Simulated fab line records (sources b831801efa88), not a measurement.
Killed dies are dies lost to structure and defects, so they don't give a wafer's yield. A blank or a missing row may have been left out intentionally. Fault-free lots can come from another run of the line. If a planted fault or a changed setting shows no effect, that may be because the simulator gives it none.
Matching of chambers + flow gf180mcu + rie diel-02 running GF_V3_ETCH_16: 4 sister chambers
The step etches BARC in N2/H2. 8 wafers are shown with their chamber, then 7 later ones without.

== WAFERS, EACH WITH ITS CHAMBER ==
| wafer  | chamber | h2 flow sccm (sccm) | oes product au (a.u.) |
|--------|---------|---------------------|-----------------------|
| L078.5 | 0       | 199.5               | 0.847                 |
| L082.4 | 3       | 200.4               | 0.852                 |
| L082.5 | 1       | 200.5               | 0.860                 |
| L087.1 | 3       | 200.2               | 0.853                 |
| L087.5 | 2       | 200.0               | 0.856                 |
| L087.6 | 1       | 199.2               | 0.857                 |
| L090.3 | 0       | 199.4               | 0.854                 |
| L090.5 | 2       | 198.7               | 0.845                 |

== WAFERS WITH NO CHAMBER GIVEN ==
| wafer  | h2 flow sccm (sccm) | oes product au (a.u.) |
|--------|---------------------|-----------------------|
| L090.6 | 201.2               | 0.844                 |
| L094.1 | 201.2               | 0.854                 |
| L094.2 | 200.6               | 0.851                 |
| L094.3 | 200.8               | 0.848                 |
| L096.1 | 199.4               | 0.843                 |
| L096.2 | 200.2               | 0.850                 |
| L096.3 | 200.4               | 0.854                 |

== CHAMBER TAKEN BY EACH ==
| wafer  | from the rows above               | in truth |
|--------|-----------------------------------|----------|
| L090.6 | can't be placed: 3 or 0 or 2 or 1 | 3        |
| L094.1 | can't be placed: 3 or 1 or 0 or 2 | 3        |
| L094.2 | can't be placed: 3 or 0 or 2 or 1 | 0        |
| L094.3 | can't be placed: 3 or 0 or 2 or 1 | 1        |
| L096.1 | can't be placed: 0 or 2 or 3 or 1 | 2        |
| L096.2 | can't be placed: 3 or 0 or 2 or 1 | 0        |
| L096.3 | can't be placed: 3 or 1 or 0 or 2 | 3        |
Correctly placed: 0 of 7. Cannot be placed on the basis of these rows: 7; the candidates contain the true chamber in 7. Wrongly placed: 0.
How it was worked out, from the rows above alone: a wafer's distance from a chamber is the root of the sum, over the readings, of the square of ((its reading less the chamber's mean) divided by the reading's scatter). The wafer belongs to the nearest chamber; if the next one is less than 2 further off, it can't be placed. Each chamber's mean is taken over the wafers shown for it. The scatter is the square root of a quotient: the sum, over the shown wafers, of each reading's squared deviation from its chamber's mean, divided by wafers minus chambers.
